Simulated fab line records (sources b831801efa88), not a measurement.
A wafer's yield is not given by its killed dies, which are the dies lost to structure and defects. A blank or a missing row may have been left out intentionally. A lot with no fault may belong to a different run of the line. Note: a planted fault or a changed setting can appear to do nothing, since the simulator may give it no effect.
The tool behind it: which one? || flow sky130 || Sampling: 14 lots, 42 wafers, 4 of 708 route steps

WHAT THE GAUGES READ, wafer by wafer
The record holds no reading of a measuring or inspecting step that can be judged against a usual standard deviation.

EACH LOT AND THE TOOL THAT RAN IT (in order: tool; ch and the chambers of the sampled wafers; start)
{"lot": "L312", "SKY_METAL1_DESCUM_17": "rie-metal-03 ch 0,1, day 34 15:06", "SKY_VIA1_STRIP_16": "plasma-asher-01 ch 0,1, day 35 19:11", "SKY_METAL2_SPUTTER_04": "pvd-sputter-04, day 35 20:31", "SKY_METAL2_STRIP_20": "plasma-asher-04 ch 0,1, day 36 23:58"}
{"lot": "L310", "SKY_METAL1_DESCUM_17": "rie-metal-01 ch 0,1, day 34 16:32", "SKY_VIA1_STRIP_16": "plasma-asher-02 ch 0,1, day 35 21:10", "SKY_METAL2_SPUTTER_04": "pvd-sputter-03, day 35 22:37", "SKY_METAL2_STRIP_20": "plasma-asher-04 ch 0,1, day 37 01:58"}
{"lot": "L313", "SKY_METAL1_DESCUM_17": "rie-metal-03 ch 0,1, day 35 08:22", "SKY_VIA1_STRIP_16": "plasma-asher-02 ch 0,1, day 36 12:47", "SKY_METAL2_SPUTTER_04": "pvd-sputter-03, day 36 14:06", "SKY_METAL2_STRIP_20": "plasma-asher-04 ch 0,1, day 37 16:28"}
{"lot": "L316", "SKY_METAL1_DESCUM_17": "rie-metal-04 ch 0,1, day 35 18:27", "SKY_VIA1_STRIP_16": "plasma-asher-02 ch 0,1, day 36 23:21", "SKY_METAL2_SPUTTER_04": "pvd-sputter-01, day 37 00:40", "SKY_METAL2_STRIP_20": "plasma-asher-01 ch 0,1, day 38 03:28"}
{"lot": "L315", "SKY_METAL1_DESCUM_17": "rie-metal-01 ch 0,1, day 35 20:05", "SKY_VIA1_STRIP_16": "plasma-asher-02 ch 1, day 37 00:21", "SKY_METAL2_SPUTTER_04": "pvd-sputter-04, day 37 01:40", "SKY_METAL2_STRIP_20": "plasma-asher-01 ch 0,1, day 38 04:46"}
{"lot": "L317", "SKY_METAL1_DESCUM_17": "rie-metal-04 ch 0,1, day 36 12:38", "SKY_VIA1_STRIP_16": "plasma-asher-03 ch 0,1, day 37 16:02", "SKY_METAL2_SPUTTER_04": "pvd-sputter-03, day 37 17:23", "SKY_METAL2_STRIP_20": "plasma-asher-02 ch 0,1, day 38 20:30"}
{"lot": "L318", "SKY_METAL1_DESCUM_17": "rie-metal-03 ch 0, day 36 17:04", "SKY_VIA1_STRIP_16": "plasma-asher-01 ch 0,1, day 37 21:25", "SKY_METAL2_SPUTTER_04": "pvd-sputter-01, day 37 22:46", "SKY_METAL2_STRIP_20": "plasma-asher-02 ch 0,1, day 39 01:52"}
{"lot": "L320", "SKY_METAL1_DESCUM_17": "rie-metal-04 ch 0, day 37 05:50", "SKY_VIA1_STRIP_16": "plasma-asher-01 ch 0,1, day 38 10:11", "SKY_METAL2_SPUTTER_04": "pvd-sputter-04, day 38 11:31", "SKY_METAL2_STRIP_20": "plasma-asher-01 ch 1, day 39 13:28"}
{"lot": "L323", "SKY_METAL1_DESCUM_17": "rie-metal-03 ch 0,1, day 38 01:33", "SKY_VIA1_STRIP_16": "plasma-asher-03 ch 0,1, day 39 05:00", "SKY_METAL2_SPUTTER_04": "pvd-sputter-04, day 39 06:17", "SKY_METAL2_STRIP_20": "plasma-asher-01 ch 0,1, day 40 08:01"}
{"lot": "L325", "SKY_METAL1_DESCUM_17": "rie-metal-04 ch 0,1, day 38 16:57", "SKY_VIA1_STRIP_16": "plasma-asher-01 ch 0,1, day 39 19:33", "SKY_METAL2_SPUTTER_04": "pvd-sputter-01, day 39 20:50", "SKY_METAL2_STRIP_20": "plasma-asher-02 ch 0,1, day 40 22:25"}
{"lot": "L327", "SKY_METAL1_DESCUM_17": "rie-metal-04 ch 0,1, day 39 02:56", "SKY_VIA1_STRIP_16": "plasma-asher-02 ch 0,1, day 40 06:32", "SKY_METAL2_SPUTTER_04": "pvd-sputter-03, day 40 07:50", "SKY_METAL2_STRIP_20": "plasma-asher-01 ch 0,1, day 41 08:16"}
{"lot": "L328", "SKY_METAL1_DESCUM_17": "rie-metal-03 ch 0,1, day 39 04:05", "SKY_VIA1_STRIP_16": "plasma-asher-03 ch 0,1, day 40 06:53", "SKY_METAL2_SPUTTER_04": "pvd-sputter-01, day 40 08:26", "SKY_METAL2_STRIP_20": "plasma-asher-01 ch 0,1, day 41 09:19"}
{"lot": "L330", "SKY_METAL1_DESCUM_17": "rie-metal-01 ch 0, day 40 01:01", "SKY_VIA1_STRIP_16": "plasma-asher-02 ch 0,1, day 41 03:44", "SKY_METAL2_SPUTTER_04": "pvd-sputter-01, day 41 05:04", "SKY_METAL2_STRIP_20": "plasma-asher-01 ch 0,1, day 42 06:16"}
{"lot": "L332", "SKY_METAL1_DESCUM_17": "rie-metal-03 ch 0,1, day 40 18:08", "SKY_VIA1_STRIP_16": "plasma-asher-01 ch 0,1, day 41 20:48", "SKY_METAL2_SPUTTER_04": "pvd-sputter-03, day 41 22:09", "SKY_METAL2_STRIP_20": "plasma-asher-01 ch 0,1, day 42 22:16"}
- SKY_METAL1_DESCUM_17: chemistry O2, time 8 s.
- SKY_VIA1_STRIP_16: strips in O2/N2.
- SKY_METAL2_SPUTTER_04: material TiN, target thk 70 nm, time 58.3 s.
- SKY_METAL2_STRIP_20: strips in O2/N2.

AS READ BY THE TOOLS THEMSELVES (means over the sampled wafers that have a number; for cases with no such wafer, the mark the record gives instead)
SKY_METAL1_DESCUM_17. Usual: chamber-pressure-mTorr 10.000 mTorr, standard deviation 0.0084; drypump-motor-current-A 5.4 A, standard deviation 0.31; oes-product-au 0.996 a.u., standard deviation 0.012.
{"lot": "L312", "tool": "rie-metal-03", "chamber-pressure-mTorr (mTorr)": 9.992, "drypump-motor-current-A (A)": 5.4, "oes-product-au (a.u.)": 1.010, "flag": ""}
{"lot": "L310", "tool": "rie-metal-01", "chamber-pressure-mTorr (mTorr)": 10.000, "drypump-motor-current-A (A)": 5.6, "oes-product-au (a.u.)": 0.978, "flag": ""}
{"lot": "L313", "tool": "rie-metal-03", "chamber-pressure-mTorr (mTorr)": 9.997, "drypump-motor-current-A (A)": 5.2, "oes-product-au (a.u.)": 1.007, "flag": ""}
{"lot": "L316", "tool": "rie-metal-04", "chamber-pressure-mTorr (mTorr)": 10.003, "drypump-motor-current-A (A)": 5.4, "oes-product-au (a.u.)": 0.990, "flag": ""}
{"lot": "L315", "tool": "rie-metal-01", "chamber-pressure-mTorr (mTorr)": 10.005, "drypump-motor-current-A (A)": 5.4, "oes-product-au (a.u.)": 0.991, "flag": ""}
{"lot": "L317", "tool": "rie-metal-04", "chamber-pressure-mTorr (mTorr)": 9.999, "drypump-motor-current-A (A)": 5.4, "oes-product-au (a.u.)": 1.005, "flag": ""}
{"lot": "L318", "tool": "rie-metal-03", "chamber-pressure-mTorr (mTorr)": 9.999, "drypump-motor-current-A (A)": 5.0, "oes-product-au (a.u.)": 0.992, "flag": ""}
{"lot": "L320", "tool": "rie-metal-04", "chamber-pressure-mTorr (mTorr)": 9.999, "drypump-motor-current-A (A)": 5.2, "oes-product-au (a.u.)": 1.000, "flag": ""}
{"lot": "L323", "tool": "rie-metal-03", "chamber-pressure-mTorr (mTorr)": 9.996, "drypump-motor-current-A (A)": 5.4, "oes-product-au (a.u.)": 1.008, "flag": ""}
{"lot": "L325", "tool": "rie-metal-04", "chamber-pressure-mTorr (mTorr)": 10.008, "drypump-motor-current-A (A)": 5.6, "oes-product-au (a.u.)": 0.995, "flag": ""}
{"lot": "L327", "tool": "rie-metal-04", "chamber-pressure-mTorr (mTorr)": 10.003, "drypump-motor-current-A (A)": 5.4, "oes-product-au (a.u.)": 1.001, "flag": ""}
{"lot": "L328", "tool": "rie-metal-03", "chamber-pressure-mTorr (mTorr)": 9.996, "drypump-motor-current-A (A)": 5.2, "oes-product-au (a.u.)": 0.996, "flag": ""}
{"lot": "L330", "tool": "rie-metal-01", "chamber-pressure-mTorr (mTorr)": 10.000, "drypump-motor-current-A (A)": 5.7, "oes-product-au (a.u.)": 0.984, "flag": ""}
{"lot": "L332", "tool": "rie-metal-03", "chamber-pressure-mTorr (mTorr)": 9.993, "drypump-motor-current-A (A)": 5.4, "oes-product-au (a.u.)": 1.015, "flag": ""}

SKY_VIA1_STRIP_16. Usual: chamber-pressure-mTorr 1500.0 mTorr, standard deviation 1.3; drypump-motor-current-A 5.6 A, standard deviation 0.48; n2-flow-sccm 300.0 sccm, standard deviation 0.87; oes-product-au 0.416 a.u., standard deviation 0.0043; strip-time-to-endpoint-s 4.466 s, standard deviation 0.028.
{"lot": "L312", "tool": "plasma-asher-01", "chamber-pressure-mTorr (mTorr)": 1500.8, "drypump-motor-current-A (A)": 5.6, "n2-flow-sccm (sccm)": 299.8, "oes-product-au (a.u.)": 0.418, "strip-time-to-endpoint-s (s)": 4.457, "flag": ""}
{"lot": "L310", "tool": "plasma-asher-02", "chamber-pressure-mTorr (mTorr)": 1499.2, "drypump-motor-current-A (A)": 5.2, "n2-flow-sccm (sccm)": 300.5, "oes-product-au (a.u.)": 0.418, "strip-time-to-endpoint-s (s)": 4.455, "flag": ""}
{"lot": "L313", "tool": "plasma-asher-02", "chamber-pressure-mTorr (mTorr)": 1500.7, "drypump-motor-current-A (A)": 5.2, "n2-flow-sccm (sccm)": 299.8, "oes-product-au (a.u.)": 0.414, "strip-time-to-endpoint-s (s)": 4.430, "flag": ""}
{"lot": "L316", "tool": "plasma-asher-02", "chamber-pressure-mTorr (mTorr)": 1500.4, "drypump-motor-current-A (A)": 5.2, "n2-flow-sccm (sccm)": 299.8, "oes-product-au (a.u.)": 0.418, "strip-time-to-endpoint-s (s)": 4.471, "flag": ""}
{"lot": "L315", "tool": "plasma-asher-02", "chamber-pressure-mTorr (mTorr)": 1498.3, "drypump-motor-current-A (A)": 5.2, "n2-flow-sccm (sccm)": 299.5, "oes-product-au (a.u.)": 0.420, "strip-time-to-endpoint-s (s)": 4.483, "flag": ""}
{"lot": "L317", "tool": "plasma-asher-03", "chamber-pressure-mTorr (mTorr)": 1501.4, "drypump-motor-current-A (A)": 6.0, "n2-flow-sccm (sccm)": 300.2, "oes-product-au (a.u.)": 0.419, "strip-time-to-endpoint-s (s)": 4.453, "flag": ""}
{"lot": "L318", "tool": "plasma-asher-01", "chamber-pressure-mTorr (mTorr)": 1499.8, "drypump-motor-current-A (A)": 5.6, "n2-flow-sccm (sccm)": 299.5, "oes-product-au (a.u.)": 0.416, "strip-time-to-endpoint-s (s)": 4.485, "flag": ""}
{"lot": "L320", "tool": "plasma-asher-01", "chamber-pressure-mTorr (mTorr)": 1499.6, "drypump-motor-current-A (A)": 5.6, "n2-flow-sccm (sccm)": 300.4, "oes-product-au (a.u.)": 0.417, "strip-time-to-endpoint-s (s)": 4.457, "flag": ""}
{"lot": "L323", "tool": "plasma-asher-03", "chamber-pressure-mTorr (mTorr)": 1499.9, "drypump-motor-current-A (A)": 6.1, "n2-flow-sccm (sccm)": 300.3, "oes-product-au (a.u.)": 0.416, "strip-time-to-endpoint-s (s)": 4.469, "flag": ""}
{"lot": "L325", "tool": "plasma-asher-01", "chamber-pressure-mTorr (mTorr)": 1500.1, "drypump-motor-current-A (A)": 6.0, "n2-flow-sccm (sccm)": 300.5, "oes-product-au (a.u.)": 0.414, "strip-time-to-endpoint-s (s)": 4.444, "flag": ""}
{"lot": "L327", "tool": "plasma-asher-02", "chamber-pressure-mTorr (mTorr)": 1500.4, "drypump-motor-current-A (A)": 5.2, "n2-flow-sccm (sccm)": 299.0, "oes-product-au (a.u.)": 0.416, "strip-time-to-endpoint-s (s)": 4.450, "flag": ""}
{"lot": "L328", "tool": "plasma-asher-03", "chamber-pressure-mTorr (mTorr)": 1500.9, "drypump-motor-current-A (A)": 6.1, "n2-flow-sccm (sccm)": 299.4, "oes-product-au (a.u.)": 0.415, "strip-time-to-endpoint-s (s)": 4.464, "flag": ""}
{"lot": "L330", "tool": "plasma-asher-02", "chamber-pressure-mTorr (mTorr)": 1500.1, "drypump-motor-current-A (A)": 5.2, "n2-flow-sccm (sccm)": 300.3, "oes-product-au (a.u.)": 0.415, "strip-time-to-endpoint-s (s)": 4.463, "flag": ""}
{"lot": "L332", "tool": "plasma-asher-01", "chamber-pressure-mTorr (mTorr)": 1498.5, "drypump-motor-current-A (A)": 5.6, "n2-flow-sccm (sccm)": 301.0, "oes-product-au (a.u.)": 0.417, "strip-time-to-endpoint-s (s)": 4.464, "flag": ""}

SKY_METAL2_SPUTTER_04. Usual: throttle-valve-pct 30.0 %, standard deviation 0.81.
{"lot": "L312", "tool": "pvd-sputter-04", "throttle-valve-pct (%)": 29.8, "flag": ""}
{"lot": "L310", "tool": "pvd-sputter-03", "throttle-valve-pct (%)": 29.4, "flag": ""}
{"lot": "L313", "tool": "pvd-sputter-03", "throttle-valve-pct (%)": 29.4, "flag": ""}
{"lot": "L316", "tool": "pvd-sputter-01", "throttle-valve-pct (%)": 30.4, "flag": ""}
{"lot": "L315", "tool": "pvd-sputter-04", "throttle-valve-pct (%)": 29.7, "flag": ""}
{"lot": "L317", "tool": "pvd-sputter-03", "throttle-valve-pct (%)": 29.0, "flag": ""}
{"lot": "L318", "tool": "pvd-sputter-01", "throttle-valve-pct (%)": 30.5, "flag": ""}
{"lot": "L320", "tool": "pvd-sputter-04", "throttle-valve-pct (%)": 29.6, "flag": ""}
{"lot": "L323", "tool": "pvd-sputter-04", "throttle-valve-pct (%)": 29.9, "flag": ""}
{"lot": "L325", "tool": "pvd-sputter-01", "throttle-valve-pct (%)": 31.2, "flag": ""}
{"lot": "L327", "tool": "pvd-sputter-03", "throttle-valve-pct (%)": 29.6, "flag": ""}
{"lot": "L328", "tool": "pvd-sputter-01", "throttle-valve-pct (%)": 31.2, "flag": ""}
{"lot": "L330", "tool": "pvd-sputter-01", "throttle-valve-pct (%)": 30.8, "flag": ""}
{"lot": "L332", "tool": "pvd-sputter-03", "throttle-valve-pct (%)": 29.4, "flag": ""}

SKY_METAL2_STRIP_20. Usual: chamber-pressure-mTorr 1499.9 mTorr, standard deviation 1.3; drypump-motor-current-A 5.8 A, standard deviation 0.53; n2-flow-sccm 300.0 sccm, standard deviation 0.93; oes-product-au 0.343 a.u., standard deviation 0.0058; strip-time-to-endpoint-s 2.70 s, standard deviation 0.077.
{"lot": "L312", "tool": "plasma-asher-04", "chamber-pressure-mTorr (mTorr)": 1500.2, "drypump-motor-current-A (A)": 6.1, "n2-flow-sccm (sccm)": 299.6, "oes-product-au (a.u.)": 0.340, "strip-time-to-endpoint-s (s)": 2.73, "flag": ""}
{"lot": "L310", "tool": "plasma-asher-04", "chamber-pressure-mTorr (mTorr)": 1498.9, "drypump-motor-current-A (A)": 6.3, "n2-flow-sccm (sccm)": 299.9, "oes-product-au (a.u.)": 0.348, "strip-time-to-endpoint-s (s)": 2.78, "flag": ""}
{"lot": "L313", "tool": "plasma-asher-04", "chamber-pressure-mTorr (mTorr)": 1500.1, "drypump-motor-current-A (A)": 6.1, "n2-flow-sccm (sccm)": 300.2, "oes-product-au (a.u.)": 0.345, "strip-time-to-endpoint-s (s)": 2.68, "flag": ""}
{"lot": "L316", "tool": "plasma-asher-01", "chamber-pressure-mTorr (mTorr)": 1501.0, "drypump-motor-current-A (A)": 5.7, "n2-flow-sccm (sccm)": 300.0, "oes-product-au (a.u.)": 0.342, "strip-time-to-endpoint-s (s)": 2.72, "flag": ""}
{"lot": "L315", "tool": "plasma-asher-01", "chamber-pressure-mTorr (mTorr)": 1500.1, "drypump-motor-current-A (A)": 5.7, "n2-flow-sccm (sccm)": 300.3, "oes-product-au (a.u.)": 0.337, "strip-time-to-endpoint-s (s)": 2.61, "flag": ""}
{"lot": "L317", "tool": "plasma-asher-02", "chamber-pressure-mTorr (mTorr)": 1500.6, "drypump-motor-current-A (A)": 5.2, "n2-flow-sccm (sccm)": 299.6, "oes-product-au (a.u.)": 0.339, "strip-time-to-endpoint-s (s)": 2.65, "flag": ""}
{"lot": "L318", "tool": "plasma-asher-02", "chamber-pressure-mTorr (mTorr)": 1499.8, "drypump-motor-current-A (A)": 5.2, "n2-flow-sccm (sccm)": 300.1, "oes-product-au (a.u.)": 0.349, "strip-time-to-endpoint-s (s)": 2.75, "flag": ""}
{"lot": "L320", "tool": "plasma-asher-01", "chamber-pressure-mTorr (mTorr)": 1499.7, "drypump-motor-current-A (A)": 6.4, "n2-flow-sccm (sccm)": 300.4, "oes-product-au (a.u.)": 0.346, "strip-time-to-endpoint-s (s)": 2.77, "flag": ""}
{"lot": "L323", "tool": "plasma-asher-01", "chamber-pressure-mTorr (mTorr)": 1499.6, "drypump-motor-current-A (A)": 6.0, "n2-flow-sccm (sccm)": 299.7, "oes-product-au (a.u.)": 0.336, "strip-time-to-endpoint-s (s)": 2.64, "flag": ""}
{"lot": "L325", "tool": "plasma-asher-02", "chamber-pressure-mTorr (mTorr)": 1499.5, "drypump-motor-current-A (A)": 5.2, "n2-flow-sccm (sccm)": 299.6, "oes-product-au (a.u.)": 0.346, "strip-time-to-endpoint-s (s)": 2.73, "flag": ""}
{"lot": "L327", "tool": "plasma-asher-01", "chamber-pressure-mTorr (mTorr)": "-", "drypump-motor-current-A (A)": "-", "n2-flow-sccm (sccm)": "-", "oes-product-au (a.u.)": "-", "strip-time-to-endpoint-s (s)": "-", "flag": "OFF"}
{"lot": "L328", "tool": "plasma-asher-01", "chamber-pressure-mTorr (mTorr)": "-", "drypump-motor-current-A (A)": "-", "n2-flow-sccm (sccm)": "-", "oes-product-au (a.u.)": "-", "strip-time-to-endpoint-s (s)": "-", "flag": "OFF"}
{"lot": "L330", "tool": "plasma-asher-01", "chamber-pressure-mTorr (mTorr)": 1499.2, "drypump-motor-current-A (A)": 5.6, "n2-flow-sccm (sccm)": 299.2, "oes-product-au (a.u.)": 0.346, "strip-time-to-endpoint-s (s)": 2.83, "flag": ""}
{"lot": "L332", "tool": "plasma-asher-01", "chamber-pressure-mTorr (mTorr)": 1499.1, "drypump-motor-current-A (A)": 5.6, "n2-flow-sccm (sccm)": 299.2, "oes-product-au (a.u.)": 0.350, "strip-time-to-endpoint-s (s)": 2.77, "flag": ""}

THE ANSWER, worked out from the rows above alone
Rule: a lot counts as off when the mean over its wafers that have a number is more than 3 standard deviations away from the usual mean. A lot without any number at a reading at which 4 lots or more have one is off too. Where the step has rows for the other lots, those lots are counted as sound. First the gauges in route order, then the tools' own readings, where a lot's mean is used as printed above. At the first step where some lot is off, the reading lying furthest off is the one used; lots without a number count as furthest.
Off at SKY_METAL2_STRIP_20 (chamber-pressure-mTorr): L327, L328. Without a number there: L327, L328.
A tool fits if, at that step or a process step before it, it ran every lot that is off, and no sound lot after the first of them. Not one of the candidates tried fits.

WHAT WAS PUT IN BY THE SIMULATOR
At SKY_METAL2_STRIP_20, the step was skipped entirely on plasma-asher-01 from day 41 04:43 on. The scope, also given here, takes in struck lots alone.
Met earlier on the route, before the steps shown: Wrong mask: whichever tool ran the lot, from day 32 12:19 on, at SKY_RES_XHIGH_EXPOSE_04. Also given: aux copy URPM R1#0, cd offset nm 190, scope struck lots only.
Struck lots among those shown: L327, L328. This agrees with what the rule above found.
